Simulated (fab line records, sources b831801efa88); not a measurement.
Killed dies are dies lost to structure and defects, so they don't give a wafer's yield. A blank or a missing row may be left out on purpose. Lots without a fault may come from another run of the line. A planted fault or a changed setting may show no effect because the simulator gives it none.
fab line records | flow sky130
record lots=24 wafers=72 last_day=51
route steps=708 shown VIA1@478 METAL2@488 VIA2@531 METAL3@533 PAD_OPEN@707
lots that met no fault: from a run of the same line without faults
start_h: hours from the record's first day to the start of the lot's first wafer shown | wait_h: hours since the lot's step before | " the same as in the row above | L1.1+2: a row that stands for several wafers | - no value, or no start given | * or withheld: withheld | < > ~ a bound
route shown NAME@n: a module of which the file shows steps, and the number in the route of the first | usual: mean/standard deviation of fault-free wafers | same: alike in all rows | chamber/n: place in a boat | sites: the reading at each site | _std_site: their standard deviation | _edge_site: outer sites' mean less inner sites' | radius_mm: how far each site lies from the wafer's centre | mask NAME#n: copy n | behind: the tool/chamber that last shaped the wafer | hold: why the lot was held/for how many hours/how that ended | device: the transistor (n, p or np) that didn't switch | end of line: the same wafers' tests at the end of the route | a step without rows: its recipe alone | killed: dies lost to structure and defects at the first sort, not the wafer's yield | map: a wafer's dies, x killed, . not, _ none there
set.NAME: the setting as run; set.NAME@STEP: as run at that earlier step | model.NAME: the simulator's own value behind a step, which no gauge read
steps of the route over a sample of lots; a table a step, a row a wafer
services: from which hour (start_h, from the record's first day; less than 0 if before it) a tool's chamber was out of use, for how many hours, and why
## steps
# step SKY_VIA1_SPUTTER_20
# recipe material=TiN target_thk_nm=20 chamber_pressure_pa=5 power_w=4000 time_s=80
# usual throttle_valve_pct=29.9/0.92
# same time_s=80
# columns lot.wafer tool chamber start_h wait_h throttle_valve_pct
L074.2 pvd_sputter-01 - 827.59 0.0 29.8
L074.3 " - " " 30.9
L074.4 " - " " 30.0
L075.3 pvd_sputter-01 - 829.21 0.0 28.4
L075.4 " - " " 29.6
L075.6 " - " " 30.0
L077.1 pvd_sputter-04 - 841.62 0.0 30.6
L077.2 " - " " 29.5
L077.3 " - " " 31.3
L076.2 pvd_sputter-01 - 846.60 0.0 30.0
L076.5 " - " " 30.1
L076.6 " - " " 30.0
L078.1 pvd_sputter-04 - 850.52 0.0 31.3
L078.4 " - " " 30.9
L078.5 " - " " 29.5
L079.1 pvd_sputter-02 - 859.89 0.0 30.7
L079.5 " - " " 29.7
L079.6 " - " " 30.9
L080.3 pvd_sputter-04 - 870.13 0.0 31.5
L080.4 " - " " 29.3
L080.6 " - " " 29.5
L081.1 pvd_sputter-02 - 875.29 0.0 28.2
L081.4 " - " " 30.0
L081.6 " - " " 28.3
L082.1 pvd_sputter-02 - 880.09 0.0 30.1
L082.2 " - " " 30.0
L082.6 " - " " 30.2
L083.1 pvd_sputter-04 - 891.22 0.0 31.3
L083.2 " - " " 30.8
L083.6 " - " " 31.6
L084.2 pvd_sputter-04 - 897.86 0.0 30.9
L084.3 " - " " 29.4
L084.4 " - " " 31.5
L085.2 pvd_sputter-02 - 905.87 0.0 30.7
L085.3 " - " " 29.9
L085.5 " - " " 30.1
L086.4 pvd_sputter-02 - 919.34 0.0 29.8
L086.5 " - " " 30.0
L086.6 " - " " 29.9
L087.1 pvd_sputter-02 - 924.99 0.0 29.9
L087.4 " - " " 28.4
L087.5 " - " " 30.2
L088.1 pvd_sputter-02 - 932.79 0.0 28.0
L088.3 " - " " 30.0
L088.4 " - " " 30.8
L089.1 pvd_sputter-01 - 936.50 0.0 29.8
L089.5 " - " " 30.1
L089.6 " - " " 28.5
L090.3 pvd_sputter-04 - 937.66 0.0 31.2
L090.4 " - " " 29.2
L090.5 " - " " 30.1
L091.2 pvd_sputter-01 - 942.96 0.0 30.1
L091.3 " - " " 30.0
L091.5 " - " " 29.9
L092.1 pvd_sputter-01 - 953.36 0.0 29.9
L092.2 " - " " 30.1
L092.6 " - " " 30.9
L093.1 pvd_sputter-02 - 958.17 0.0 30.7
L093.5 " - " " 30.9
L093.6 " - " " 28.2
L094.2 pvd_sputter-04 - 960.58 0.0 29.4
L094.4 " - " " 31.3
L094.5 " - " " 29.4
L096.1 pvd_sputter-02 - 969.79 0.0 30.0
L096.2 " - " " 28.2
L096.5 " - " " 30.7
L095.1 pvd_sputter-02 - 975.52 0.0 30.3
L095.2 " - " " 30.1
L095.4 " - " " 30.7
L097.1 pvd_sputter-02 - 979.86 0.0 30.6
L097.2 " - " " 28.4
L097.4 " - " " 30.2
# step SKY_METAL2_RS_MEAS_05
# recipe thk_meas_gauge=four-point-probe reads=TiN_of_METAL2_SPUTTER_04+Ti_of_METAL2_SPUTTER_03+AlCu_of_METAL2_SPUTTER_02+TiN_of_METAL2_SPUTTER_01+Ti_of_METAL2_SPUTTER_00
# usual METAL2_ALCU_RS=0.1270/0.0014
# columns lot.wafer tool chamber start_h wait_h METAL2_ALCU_RS[ohm/sq]
L074.2 film_metro-04 - 828.38 0.0 0.1258
L074.3 " - " " 0.1288
L074.4 " - " " 0.1270
L075.3 film_metro-01 - 830.02 0.1 0.1270
L075.4 " - " " 0.1284
L075.6 " - " " 0.1261
L077.1 film_metro-01 - 842.39 0.0 0.1313
L077.2 " - " " 0.1284
L077.3 " - " " 0.1291
L076.2 film_metro-04 - 847.39 0.0 0.1288
L076.5 " - " " 0.1262
L076.6 " - " " 0.1288
L078.1 film_metro-01 - 851.42 0.0 0.1268
L078.4 " - " " 0.1270
L078.5 " - " " 0.1280
L079.1 film_metro-04 - 860.66 0.0 0.1231
L079.5 " - " " 0.1243
L079.6 " - " " 0.1242
L080.3 film_metro-02 - 870.95 0.1 0.1257
L080.4 " - " " 0.1262
L080.6 " - " " 0.1284
L081.1 film_metro-04 - 876.12 0.0 0.1279
L081.4 " - " " 0.1273
L081.6 " - " " 0.1273
L082.1 film_metro-01 - 880.87 0.0 0.1279
L082.2 " - " " 0.1277
L082.6 " - " " 0.1265
L083.1 film_metro-01 - 892.01 0.0 0.1266
L083.2 " - " " 0.1247
L083.6 " - " " 0.1256
L084.2 film_metro-01 - 898.65 0.0 0.1282
L084.3 " - " " 0.1286
L084.4 " - " " 0.1285
L085.2 film_metro-02 - 906.67 0.0 0.1260
L085.3 " - " " 0.1270
L085.5 " - " " 0.1252
L086.4 film_metro-01 - 920.18 0.1 0.1271
L086.5 " - " " 0.1260
L086.6 " - " " 0.1287
L087.1 film_metro-01 - 925.76 0.0 0.1267
L087.4 " - " " 0.1252
L087.5 " - " " 0.1253
L088.1 film_metro-02 - 933.57 0.0 0.1263
L088.3 " - " " 0.1272
L088.4 " - " " 0.1273
L089.1 film_metro-02 - 937.28 0.0 0.1271
L089.5 " - " " 0.1242
L089.6 " - " " 0.1268
L090.3 film_metro-01 - 938.47 0.1 0.1283
L090.4 " - " " 0.1269
L090.5 " - " " 0.1282
L091.2 film_metro-01 - 943.76 0.0 0.1279
L091.3 " - " " 0.1295
L091.5 " - " " 0.1300
L092.1 film_metro-02 - 954.13 0.0 0.1291
L092.2 " - " " 0.1277
L092.6 " - " " 0.1279
L093.1 film_metro-01 - 958.94 0.0 0.1284
L093.5 " - " " 0.1270
L093.6 " - " " 0.1246
L094.2 film_metro-02 - 961.37 0.0 0.1276
L094.4 " - " " 0.1266
L094.5 " - " " 0.1250
L096.1 film_metro-04 - 970.57 0.0 0.1275
L096.2 " - " " 0.1264
L096.5 " - " " 0.1278
L095.1 film_metro-01 - 976.30 0.0 0.1285
L095.2 " - " " 0.1259
L095.4 " - " " 0.1264
L097.1 film_metro-02 - 980.64 0.0 0.1255
L097.2 " - " " 0.1259
L097.4 " - " " 0.1273
# step SKY_VIA2_CMP_24
# recipe stop_on=SiO2 t_overpolish_s=20 down_force_psi=3.5 platen_rpm=60 target_thk_nm=0 pad_velocity_m_s=0.94248
# usual motor_current_A=10.5/0.68 overpolish_run_s=19.999/0.0086 slurry_flow_ml_min=150.0/0.47 time_to_endpoint_s=101/3.8
# same t_overpolish_s=20
# columns lot.wafer tool chamber start_h wait_h motor_current_A overpolish_run_s slurry_flow_ml_min time_to_endpoint_s
L074.2 cmp-01 1 883.70 0.0 11.1 19.998 150.1 104
L074.4 " 3 " " 11.4 20.004 149.9 102
L074.3 " 0 " " 10.9 19.985 150.2 98
L075.4 cmp-02 0 886.78 0.0 10.1 20.015 149.7 101
L075.3 " 2 " " 9.6 20.007 150.2 101
L075.6 " 0 " " 9.8 19.981 149.6 99
L077.1 cmp-01 2 898.03 0.1 11.0 19.998 149.5 94
L077.2 " 3 " " 11.7 20.006 150.2 101
L077.3 " 1 " " 10.9 19.992 149.4 106
L076.2 cmp-02 3 903.03 0.1 10.0 19.995 149.6 94
L076.5 " 1 " " 10.1 20.002 150.1 98
L076.6 " 2 " " 10.0 20.008 150.1 101
L078.1 cmp-01 2 906.82 0.1 9.8 20.006 150.3 97
L078.4 " 1 " " 11.1 20.001 149.6 109
L078.5 " 2 " " 10.4 19.988 149.9 93
L079.1 cmp-02 0 916.61 0.1 9.6 19.994 150.4 95
L079.5 " 0 " " 10.1 20.007 151.1 99
L079.6 " 1 " " 10.8 19.990 150.4 99
L080.4 cmp-01 0 926.22 0.0 11.0 19.999 150.4 97
L080.3 " 1 " " 10.9 20.010 149.7 106
L080.6 " 0 " " 10.7 20.013 149.7 99
L081.4 cmp-01 3 931.41 0.0 11.6 20.005 150.2 105
L081.1 " 0 " " 10.5 20.003 150.8 103
L081.6 " 0 " " 10.3 20.005 150.2 95
L082.1 cmp-01 2 935.86 0.1 10.4 20.015 149.5 103
L082.2 " 0 " " 10.7 20.006 150.2 107
L082.6 " 2 " " 10.6 20.009 150.0 103
L083.1 cmp-02 3 947.16 0.1 10.6 20.008 149.5 99
L083.2 " 0 " " 9.7 20.007 149.5 100
L083.6 " 3 " " 10.4 20.001 150.4 98
L084.2 cmp-02 2 952.65 0.0 10.0 19.986 149.7 102
L084.4 " 3 " " 10.1 20.000 150.1 102
L084.3 " 0 " " 9.5 20.008 150.3 101
L085.3 cmp-01 1 960.38 0.0 10.9 20.002 150.2 109
L085.2 " 3 " " 11.7 20.001 149.3 106
L085.5 " 1 " " 11.0 19.997 149.8 110
L086.4 cmp-01 1 973.51 0.0 10.6 20.000 150.2 104
L086.5 " 1 " " 10.6 19.988 150.1 106
L086.6 " 2 " " 9.9 20.010 150.3 96
L087.1 cmp-01 2 979.64 0.1 10.1 20.004 150.8 95
L087.4 " 3 " " 12.2 20.000 151.0 102
L087.5 " 1 " " 11.3 19.998 149.4 104
L088.3 cmp-01 3 985.85 0.0 11.9 19.992 150.3 103
L088.4 " 1 " " 10.7 20.004 149.6 104
L088.1 " 2 " " 10.1 20.008 150.4 95
L089.1 cmp-01 3 989.78 0.1 11.9 19.994 150.6 105
L089.6 " 1 " " 11.0 19.986 150.3 104
L089.5 " 2 " " 10.5 19.993 150.2 97
L090.4 cmp-02 3 990.61 0.1 10.4 19.978 150.2 103
L090.3 " 0 " " 8.9 20.008 149.7 101
L090.5 " 3 " " 10.2 20.006 149.9 100
L091.3 cmp-02 1 994.58 0.0 10.2 20.006 149.7 100
L091.2 " 3 " " 10.8 19.999 149.4 103
L091.5 " 1 " " 10.0 20.016 149.8 103
L092.1 cmp-02 1 1004.94 0.4 10.4 20.000 149.6 100
L092.2 " 2 " " 9.7 19.985 151.4 100
L092.6 " 3 " " 10.7 20.002 149.0 101
L093.1 cmp-02 3 1008.83 0.1 10.2 19.998 148.7 102
L093.6 " 1 " " 10.6 20.007 150.1 103
L093.5 " 2 " " 10.0 20.007 149.7 106
L094.4 cmp-01 2 1010.24 0.0 10.6 19.987 150.3 98
L094.2 " 3 " " 11.0 19.985 150.5 105
L094.5 " 3 " " 11.8 19.991 150.6 104
L096.1 cmp-02 1 1018.04 0.1 10.7 19.992 149.6 103
L096.2 " 2 " " 9.7 20.006 149.5 107
L096.5 " 2 " " 10.0 20.004 150.1 108
L095.2 cmp-01 0 1021.97 0.0 10.9 19.987 149.9 100
L095.1 " 1 " " 11.4 19.991 150.0 105
L095.4 " 3 " " 12.0 20.004 150.3 98
L097.2 cmp-02 1 1026.16 0.0 10.6 20.005 150.2 103
L097.4 " 2 " " 9.9 19.994 149.5 106
L097.1 " 0 " " 9.3 20.010 150.0 105
# step SKY_METAL3_SPUTTER_01
# recipe material=TiN target_thk_nm=20 power_w=6500 time_s=16.7 chamber_pressure_pa=0.4
# usual throttle_valve_pct=30.0/0.73
# same time_s=16.7
# columns lot.wafer tool chamber start_h wait_h throttle_valve_pct
L074.2 pvd_sputter-01 - 884.02 0.0 30.9
L074.3 " - " " 30.2
L074.4 " - " " 29.9
L075.3 pvd_sputter-01 - 887.11 0.0 30.0
L075.4 " - " " 30.6
L075.6 " - " " 30.0
L077.1 pvd_sputter-03 - 898.36 0.0 30.8
L077.2 " - " " 30.4
L077.3 " - " " 29.6
L076.2 pvd_sputter-03 - 903.25 0.0 29.9
L076.5 " - " " 29.0
L076.6 " - " " 30.6
L078.1 pvd_sputter-01 - 907.14 0.0 29.7
L078.4 " - " " 30.0
L078.5 " - " " 29.8
L079.1 pvd_sputter-04 - 916.94 0.0 31.4
L079.5 " - " " 30.0
L079.6 " - " " 30.7
L080.3 pvd_sputter-01 - 926.55 0.0 31.0
L080.4 " - " " 28.2
L080.6 " - " " 30.5
L081.1 pvd_sputter-03 - 931.73 0.0 30.4
L081.4 " - " " 30.5
L081.6 " - " " 29.3
L082.1 pvd_sputter-03 - 936.18 0.0 30.4
L082.2 " - " " 29.4
L082.6 " - " " 30.9
L083.1 pvd_sputter-03 - 947.48 0.0 30.6
L083.2 " - " " 30.8
L083.6 " - " " 30.8
L084.2 pvd_sputter-03 - 952.97 0.0 29.3
L084.3 " - " " 29.9
L084.4 " - " " 30.4
L085.2 pvd_sputter-01 - 960.70 0.0 30.3
L085.3 " - " " 30.7
L085.5 " - " " 28.6
L086.4 pvd_sputter-04 - 973.83 0.0 31.5
L086.5 " - " " 30.7
L086.6 " - " " 29.9
L087.1 pvd_sputter-03 - 979.91 0.0 30.3
L087.4 " - " " 29.9
L087.5 " - " " 30.4
L088.1 pvd_sputter-03 - 986.17 0.0 30.5
L088.3 " - " " 30.5
L088.4 " - " " 29.4
L089.1 pvd_sputter-03 - 990.00 0.0 30.6
L089.5 " - " " 30.5
L089.6 " - " " 30.6
L090.3 pvd_sputter-03 - 990.88 0.0 29.7
L090.4 " - " " 29.5
L090.5 " - " " 29.6
L091.2 pvd_sputter-03 - 994.90 0.0 30.6
L091.3 " - " " 29.8
L091.5 " - " " 30.4
L092.1 pvd_sputter-03 - 1005.17 0.0 29.9
L092.2 " - " " 30.7
L092.6 " - " " 30.5
L093.1 pvd_sputter-01 - 1009.05 0.0 30.7
L093.5 " - " " 30.3
L093.6 " - " " 28.2
L094.2 pvd_sputter-03 - 1010.56 0.0 29.6
L094.4 " - " " 30.4
L094.5 " - " " 29.6
L096.1 pvd_sputter-03 - 1018.36 0.0 29.4
L096.2 " - " " 30.3
L096.5 " - " " 30.4
L095.1 pvd_sputter-04 - 1022.29 0.0 31.2
L095.2 " - " " 30.7
L095.4 " - " " 30.0
L097.1 pvd_sputter-04 - 1026.48 0.0 30.8
L097.2 " - " " 31.4
L097.4 " - " " 29.3
# step SKY_METAL3_DESCUM_15
# recipe chemistry=O2 source_power_w=150 bias_power_w=0 pressure_mtorr=10 temp_c=40 time_s=8
# usual drypump_motor_current_A=5.5/0.57 oes_product_au=1.000/0.0083
# same time_s=8
# columns lot.wafer tool chamber start_h wait_h drypump_motor_current_A oes_product_au rf_hours_counter_h
L074.2 rie_metal-04 0 936.04 0.0 5.2 1.008 5
L074.3 " 1 " " 5.8 0.996 -
L074.4 " 0 " " 5.2 1.005 -
L075.3 rie_metal-01 1 938.82 0.0 4.7 0.998 -
L075.4 " 0 " " 6.4 1.003 -
L075.6 " 1 " " 4.7 1.000 -
L077.1 rie_metal-02 1 950.74 0.0 6.2 1.006 0
L077.2 " 0 " " 4.9 1.019 2
L077.3 " 1 " " 6.1 1.001 -
L076.2 rie_metal-02 0 954.93 0.0 5.0 1.004 2
L076.5 " 0 " " 5.0 1.010 -
L076.6 " 1 " " 6.1 0.995 -
L078.1 rie_metal-02 0 958.58 0.0 5.0 1.002 3
L078.4 " 0 " " 5.0 0.988 -
L078.5 " 0 " " 4.9 1.001 -
L079.1 rie_metal-04 1 967.78 0.0 5.8 1.019 4
L079.5 " 0 " " 5.2 0.994 -
L079.6 " 1 " " 5.8 1.015 -
L080.3 rie_metal-04 0 977.70 0.0 5.2 0.994 -
L080.4 " 1 " " 5.8 1.008 -
L080.6 " 0 " " 5.2 0.990 -
L081.1 rie_metal-02 0 981.28 0.0 4.9 1.004 4
L081.4 " 0 " " 5.0 1.011 -
L081.6 " 0 " " 5.0 1.009 -
L082.1 rie_metal-02 1 985.91 0.0 6.1 0.989 2
L082.2 " 0 " " 4.9 1.002 4
L082.6 " 1 " " 6.1 0.992 -
L083.1 rie_metal-04 0 995.66 0.0 5.2 0.991 8
L083.2 " 1 " " 5.8 0.993 6
L083.6 " 0 " " 5.2 0.992 -
L084.2 rie_metal-01 1 1000.88 0.0 4.7 1.003 3
L084.3 " 1 " " 4.7 0.997 -
L084.4 " 0 " " 6.3 1.020 -
L085.2 rie_metal-02 0 1008.46 0.0 5.0 1.001 6
L085.3 " 1 " " 6.1 0.985 -
L085.5 " 1 " " 6.1 0.983 -
L086.4 rie_metal-04 1 1018.59 0.0 5.8 1.016 -
L086.5 " 1 " " 5.8 1.005 -
L086.6 " 0 " " 5.2 0.987 -
L087.1 rie_metal-02 0 1024.08 0.0 5.0 1.022 7
L087.4 " 0 " " 4.9 1.007 -
L087.5 " 0 " " 5.0 1.007 -
L088.1 rie_metal-01 1 1028.53 0.0 4.7 0.996 5
L088.3 " 1 " " 4.7 1.003 -
L088.4 " 0 " " 6.3 1.007 -
L089.1 rie_metal-02 0 1032.18 0.0 4.9 1.002 7
L089.5 " 1 " " 6.1 0.992 -
L089.6 " 0 " " 4.9 1.005 -
L090.3 rie_metal-02 0 1033.32 0.0 4.9 1.005 -
L090.4 " 1 " " 6.1 0.991 -
L090.5 " 0 " " 4.9 1.008 -
L091.2 rie_metal-04 0 1036.74 0.0 5.2 1.010 11
L091.3 " 0 " " 5.2 1.018 -
L091.5 " 0 " " 5.2 1.006 -
L092.1 rie_metal-04 1 1044.99 0.0 5.8 0.998 9
L092.2 " 0 " " 5.2 0.998 11
L092.6 " 1 " " 5.8 1.000 -
L093.1 rie_metal-01 0 1051.93 0.0 6.3 0.994 18
L093.5 " 0 " " 6.3 0.999 -
L093.6 " 1 " " 4.7 0.991 -
L094.2 rie_metal-02 1 1053.64 0.0 6.1 0.984 7
L094.4 " 1 " " 6.1 0.989 -
L094.5 " 0 " " 4.9 0.999 -
L096.1 rie_metal-02 1 1060.36 0.0 6.1 0.997 7
L096.2 " 0 " " 4.9 1.003 9
L096.5 " 1 " " 6.1 0.995 -
L095.1 rie_metal-04 0 1065.83 0.0 5.2 0.988 13
L095.2 " 1 " " 5.8 1.000 11
L095.4 " 0 " " 5.2 1.002 -
L097.1 rie_metal-01 1 1069.28 0.0 4.7 0.994 7
L097.2 " 0 " " 6.4 0.997 20
L097.4 " 1 " " 4.7 0.987 -
# step SKY_PAD_OPEN_BOW_MEAS_13
# recipe mode=bow
# usual PAD_OPEN_BOW=48/7.8
# columns lot.wafer tool chamber start_h wait_h PAD_OPEN_BOW[um]
L074.2 film_metro-04 - 1101.93 - 43
L074.3 " - " " 47
L074.4 " - " " 45
L075.3 film_metro-04 - 1104.12 - 43
L075.4 " - " " 45
L075.6 " - " " 48
L077.1 film_metro-01 - 1112.27 - 49
L077.2 " - " " 48
L077.3 " - " " 44
L076.2 film_metro-02 - 1115.45 - 23
L076.5 " - " " 41
L076.6 " - " " 34
L078.1 film_metro-04 - 1119.28 - 51
L078.4 " - " " 39
L078.5 " - " " 40
L079.1 film_metro-01 - 1126.62 - 48
L079.5 " - " " 38
L079.6 " - " " 50
L080.3 film_metro-02 - 1134.79 - 50
L080.4 " - " " 52
L080.6 " - " " 58
L081.1 film_metro-04 - 1136.82 - 40
L081.4 " - " " 39
L081.6 " - " " 30
L082.1 film_metro-04 - 1140.05 - 43
L082.2 " - " " 32
L082.6 " - " " 50
L083.1 film_metro-04 - 1150.03 - 47
L083.2 " - " " 51
L083.6 " - " " 56
L084.2 film_metro-04 - 1160.68 - 46
L084.3 " - " " 35
L084.4 " - " " 42
L085.2 film_metro-04 - 1161.80 - 57
L085.3 " - " " 42
L085.5 " - " " 51
L086.4 film_metro-01 - 1171.58 - 46
L086.5 " - " " 44
L086.6 " - " " 59
L087.1 film_metro-02 - 1174.23 - 63
L087.4 " - " " 41
L087.5 " - " " 58
L088.1 film_metro-04 - 1178.73 - 59
L088.3 " - " " 64
L088.4 " - " " 49
L089.1 film_metro-04 - 1181.71 - 50
L089.5 " - " " 56
L089.6 " - " " 71
L090.3 film_metro-04 - 1185.49 - 48
L090.4 " - " " 55
L090.5 " - " " 53
L091.2 film_metro-04 - 1188.25 - 63
L091.3 " - " " 54
L091.5 " - " " 53
L092.1 film_metro-01 - 1195.50 - 56
L092.2 " - " " 53
L092.6 " - " " 46
L093.1 film_metro-01 - 1198.33 - 47
L093.5 " - " " 45
L093.6 " - " " 44
L094.2 film_metro-04 - 1199.06 - 38
L094.4 " - " " 31
L094.5 " - " " 34
L096.1 film_metro-04 - 1206.83 - 54
L096.2 " - " " 57
L096.5 " - " " 49
L095.1 film_metro-01 - 1210.13 - 55
L095.2 " - " " 42
L095.4 " - " " 52
L097.1 film_metro-01 - 1211.79 - 42
L097.2 " - " " 55
L097.4 " - " " 51
## services
# columns tool chamber start_h hours kind
cmp-01 - 831.87 7.3 repair
cmp-02 - 839.22 6.5 pm
cmp-01 - 845.76 2.5 pm
pvd_sputter-04 - 851.03 2.2 repair
pvd_sputter-03 - 858.97 9.0 repair
cmp-01 - 874.61 2.9 repair
rie_metal-02 0 883.91 3.9 repair
pvd_sputter-04 - 883.97 4.0 repair
cmp-01 - 892.83 0.6 repair
cmp-01 - 912.00 4.0 pm
pvd_sputter-03 - 922.83 1.7 repair
pvd_sputter-02 - 929.69 2.3 repair
cmp-02 - 931.49 0.5 repair
cmp-02 - 932.29 4.0 repair
pvd_sputter-04 - 945.86 9.6 repair
cmp-01 - 967.97 1.1 repair
pvd_sputter-03 - 972.80 3.2 repair
cmp-01 - 982.20 3.0 repair
cmp-01 - 992.88 0.6 repair
pvd_sputter-03 - 996.23 3.2 repair
pvd_sputter-03 - 1031.74 4.6 repair
cmp-01 - 1056.13 1.8 repair
pvd_sputter-01 - 1062.45 3.2 repair
pvd_sputter-03 - 1066.05 5.7 repair
## key
fault none
